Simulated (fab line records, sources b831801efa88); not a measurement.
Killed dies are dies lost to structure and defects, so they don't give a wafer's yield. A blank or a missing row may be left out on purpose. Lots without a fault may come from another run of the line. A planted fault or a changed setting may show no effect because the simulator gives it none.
fab line records | flow gf180mcu | part 2 of 2: steps 34 to 37 of 37
record lots=7 wafers=21 last_day=34
route steps=602 shown M4@468 V4@476 MIM@503 PASSIVATION@602
lots that met no fault: from a run of the same line without faults
start_h: hours from the record's first day to the start of the lot's first wafer shown | wait_h: hours since the lot's step before | " the same as in the row above | L1.1+2: a row that stands for several wafers | - no value, or no start given | * or withheld: withheld | < > ~ a bound
route shown NAME@n: a module of which the file shows steps, and the number in the route of the first | usual: mean/standard deviation of fault-free wafers | same: alike in all rows | chamber/n: place in a boat | sites: the reading at each site | _std_site: their standard deviation | _edge_site: outer sites' mean less inner sites' | radius_mm: how far each site lies from the wafer's centre | mask NAME#n: copy n | behind: the tool/chamber that last shaped the wafer | hold: why the lot was held/for how many hours/how that ended | device: the transistor (n, p or np) that didn't switch | end of line: the same wafers' tests at the end of the route | a step without rows: its recipe alone | killed: dies lost to structure and defects at the first sort, not the wafer's yield | map: a wafer's dies, x killed, . not, _ none there
set.NAME: the setting as run; set.NAME@STEP: as run at that earlier step | model.NAME: the simulator's own value behind a step, which no gauge read
lots at some steps of the route; a table a step, a row a wafer
services: from which hour (start_h, from the record's first day; less than 0 if before it) a tool's chamber was out of use, for how many hours, and why
## steps
# step GF_V4_THK_MEAS_25
# recipe thk_meas_gauge=xrf reads=W_of_V4_CVD_23
# usual V4_W_THK=339/4.5
# columns lot.wafer tool chamber start_h wait_h V4_W_THK[nm]
L634.2 film_metro-02 - 625.31 0.1 340
L634.3 " - " " 340
L634.5 " - " " 343
L635.1 film_metro-02 - 638.00 0.1 334
L635.3 " - " " 331
L635.6 " - " " 332
L645.1 film_metro-02 - 706.75 0.1 332
L645.2 " - " " 336
L645.4 " - " " 337
L646.2 film_metro-02 - 712.60 0.1 339
L646.4 " - " " 343
L646.5 " - " " 339
L647.1 film_metro-03 - 714.49 0.1 341
L647.2 " - " " 341
L647.3 " - " " 341
L648.1 film_metro-03 - 724.29 0.1 348
L648.2 " - " " 342
L648.4 " - " " 339
L650.3 film_metro-03 - 736.73 0.1 350
L650.5 " - " " 344
L650.6 " - " " 347
# step GF_V4_CMP_26
# recipe stop_on=SiO2 down_force_psi=3.5 platen_rpm=60 t_overpolish_s=15 target_thk_nm=0 pad_velocity_m_s=0.94248
# usual motor_current_A=11.2/1
# columns lot.wafer tool chamber start_h wait_h motor_current_A model.SiO2_of_V4_CVD_02.thk_nm
L634.3 cmp-02 1 625.36 0.0 11.5 626.8
L634.2 " 3 " " 11.5 627.6
L634.5 " 2 " " 10.8 628.8
L635.3 cmp-02 3 638.11 0.1 10.6 626.9
L635.1 " 0 " " 13.2 627.6
L635.6 " 2 " " 10.9 627.9
L645.1 cmp-01 3 706.86 0.1 10.1 785.7
L645.2 " 0 " " 10.8 785
L645.4 " 1 " " 12.4 627.7
L646.4 cmp-02 2 712.65 0.0 10.7 629.9
L646.2 " 3 " " 11.6 786.4
L646.5 " 2 " " 10.3 628.4
L647.1 cmp-01 3 714.60 0.1 9.8 787.4
L647.3 " 0 " " 10.8 787
L647.2 " 1 " " 12.2 788.5
L648.2 cmp-02 2 724.35 0.0 10.4 628.1
L648.4 " 3 " " 11.4 627.2
L648.1 " 0 " " 12.1 626.9
L650.3 cmp-01 1 736.91 0.2 12.2 628.5
L650.5 " 0 " " 10.7 627.6
L650.6 " 1 " " 12.7 628.1
# step GF_MIM_SPUTTER_00
# recipe material=Ti target_thk_nm=37.5 arriving_ion_energy_ev=80 substrate_temp_c=200 chamber_pressure_pa=2 power_w=4000 time_s=150
# step GF_PASSIVATION_PROBE_99
# columns lot.wafer tool chamber start_h wait_h model.etest.via4_chain.rc_ohm model.etest.met5_comb.leak_log10_a_um
L634.2 prober-02 - 728.55 0.1 6.125 -11.96
L634.3 prober-02 - 728.60 0.2 6.519 -12.11
L634.5 prober-02 - 728.70 0.2 6.3 -12.09
L635.1 prober-01 - 740.22 0.1 6.666 -12.16
L635.3 prober-01 - 740.32 0.2 6.154 -12.06
L635.6 prober-01 - 740.47 0.2 6.421 -12.05
L645.1 prober-01 - 797.37 0.1 7.474 -11.37
L645.2 prober-01 - 797.42 0.1 8.377 -10.85
L645.4 prober-01 - 797.52 0.2 6.441 -10.8
L646.2 prober-02 - 802.82 0.1 9.609 -11.56
L646.4 prober-02 - 802.92 0.2 6.518 -12.11
L646.5 prober-02 - 802.97 0.2 6.377 -12.01
L647.1 prober-01 - 804.12 0.1 7.713 -11.68
L647.2 prober-01 - 804.17 0.1 9.479 -11.78
L647.3 prober-01 - 804.22 0.2 9.144 -10.92
L648.1 prober-02 - 812.72 0.1 6.396 -12.04
L648.2 prober-02 - 812.77 0.1 6.349 -12.02
L648.4 prober-02 - 812.87 0.2 6.269 -11.96
L650.3 prober-02 - 825.07 0.2 6.475 -12.07
L650.5 prober-02 - 825.17 0.2 6.556 -12.1
L650.6 prober-02 - 825.22 0.2 6.198 -10.4
# killed by level:class
L634.2 V4:geometric_particle:open=7 CONTACT:geometric_particle:open=6 STI:geometric_particle:open=4 V1:geometric_particle:short=4 V3:geometric_particle:open=4 STI:geometric_particle:short=3 V5:geometric_particle:open=3 CONTACT:geometric_particle:short=3
L634.3 V2:geometric_particle:open=8 CONTACT:geometric_particle:open=7 V3:geometric_particle:short=6 V4:geometric_particle:open=4 V3:geometric_particle:open=3 V4:geometric_particle:short=3 HV_LDD:geometric_particle:short=2 CONTACT:geometric_particle:short=2
L634.5 STI:geometric_particle:short=4 V1:geometric_particle:short=4 V1:geometric_particle:open=4 V2:geometric_particle:short=4 V3:geometric_particle:open=4 V5:geometric_particle:short=4 V4:geometric_particle:open=2 V2:geometric_particle:open=2
L635.1 STI:geometric_particle:short=5 STI:geometric_particle:open=5 POLY_GATE:geometric_particle:short=5 V5:geometric_particle:open=5 V1:geometric_particle:open=4 M2:geometric_particle:short=4 V3:geometric_particle:open=3 V3:geometric_particle:short=3
L635.3 CONTACT:geometric_particle:open=5 STI:geometric_particle:short=4 V5:geometric_particle:short=4 V1:geometric_particle:open=3 CONTACT:geometric_particle:short=2 V2:geometric_particle:open=2 V3:geometric_particle:short=2 V3:geometric_particle:open=2
L635.6 V4:geometric_particle:open=9 V1:geometric_particle:open=5 V3:geometric_particle:open=5 V5:geometric_particle:open=5 STI:geometric_particle:open=4 V2:geometric_particle:open=4 CONTACT:geometric_particle:open=3 STI:geometric_particle:short=2
L648.1 STI:geometric_particle:open=5 V1:geometric_particle:open=5 V2:geometric_particle:short=5 V2:geometric_particle:open=5 V5:geometric_particle:open=5 M1:geometric_particle:short=3 SALICIDE:geometric_particle:short=2 CONTACT:geometric_particle:short=2
L648.2 V4:geometric_particle:open=5 V1:geometric_particle:open=4 STI:geometric_particle:open=4 CONTACT:geometric_particle:short=4 CONTACT:geometric_particle:open=4 V2:geometric_particle:short=4 V3:geometric_particle:open=4 V3:geometric_particle:short=3
L648.4 V4:geometric_particle:open=5 V2:geometric_particle:short=4 CONTACT:geometric_particle:short=4 M1:geometric_particle:short=4 V5:geometric_particle:open=4 SAB:geometric_particle:short=3 CONTACT:geometric_particle:open=3 M2:geometric_particle:short=3
L650.3 CONTACT:geometric_particle:open=4 V1:geometric_particle:open=4 V5:geometric_particle:short=4 STI:geometric_particle:open=3 V1:geometric_particle:short=3 V3:geometric_particle:short=3 V3:geometric_particle:open=3 M3:geometric_particle:short=2
L650.5 V5:geometric_particle:open=10 V2:geometric_particle:open=5 CONTACT:geometric_particle:open=4 V4:geometric_particle:short=3 M5:geometric_particle:short=3 STI:geometric_particle:short=2 M1:geometric_particle:short=2 V1:geometric_particle:short=2
L650.6 V2:geometric_particle:open=5 CONTACT:geometric_particle:open=4 M1:geometric_particle:open=4 M4:geometric_particle:short=4 V4:geometric_particle:open=3 CONTACT:geometric_particle:short=3 V5:geometric_particle:open=3 STI:geometric_particle:short=2
## services
# columns tool chamber start_h hours kind
cmp-01 - 580.27 1.1 repair
cvd_w-01 - 585.80 6.9 pm
cmp-01 - 590.63 12.9 pm
pecvd-03 1 591.13 25.2 repair
plasma_asher-03 - 592.38 2.2 repair
rie_diel-02 2 594.37 5.1 repair
plasma_asher-02 - 598.81 45.5 repair
pecvd-04 - 606.26 4.4 repair
cmp-01 - 607.34 0.7 repair
plasma_asher-02 - 612.78 3.8 repair
cvd_w-01 0 618.71 6.0 repair
cmp-01 - 622.06 5.3 repair
cmp-01 - 650.45 1.9 repair
plasma_asher-01 - 651.88 5.2 repair
rie_diel-02 3 652.02 2.3 repair
cmp-01 - 656.19 1.1 repair
rie_diel-02 2 658.72 46.2 repair
cmp-01 - 661.53 0.4 repair
cmp-01 - 667.30 7.6 pm
cmp-02 - 686.86 4.5 repair
plasma_asher-01 - 692.85 2.1 repair
cmp-01 - 701.37 0.3 repair
plasma_asher-04 - 730.99 0.6 repair
cmp-01 - 732.81 2.5 repair
## key
first_sign step=GF_V4_CMP_04 reading=time_to_endpoint_s direction=down sigmas=9.3 usual=* struck=*
effect step=GF_V4_ETCH_17 reading=oes_product_au direction=up sigmas=28 usual=0.855 struck=0.975
model_effect step=GF_V4_CMP_04 value=SiO2_of_V4_CVD_02.thk_nm without=632.3 struck=790.5
model_effect step=GF_V4_ETCH_17 value=V4.feature_depth_nm without=632.3 struck=790.5
model_effect step=GF_V4_CMP_26 value=SiO2_of_V4_CVD_02.thk_nm without=628.6 struck=786.7
model_effect step=GF_PASSIVATION_PROBE_99 value=etest.via4_chain.rc_ohm without=6.407 struck=8.633
met_at GF_V4_CMP_04
struck_wafers L645.1,L645.2,L646.2,L647.1,L647.2,L647.3
sort_left_out L645.1,L645.2,L646.2,L647.1,L647.2,L647.3
onset_between 616.05 686.63
fault kind=process_parameter_drift tool=cmp-01 chamber=- onset_h=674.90 steps=GF_V4_CMP_04 channel=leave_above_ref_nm offset=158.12 shape=step end_h=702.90 scope=struck_wafers_only acts_in=these_recipes_only stated=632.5
# sort_left_out: the simulated sort isn't trusted on such a fault, so these wafers' sort isn't shown, and their yield isn't known
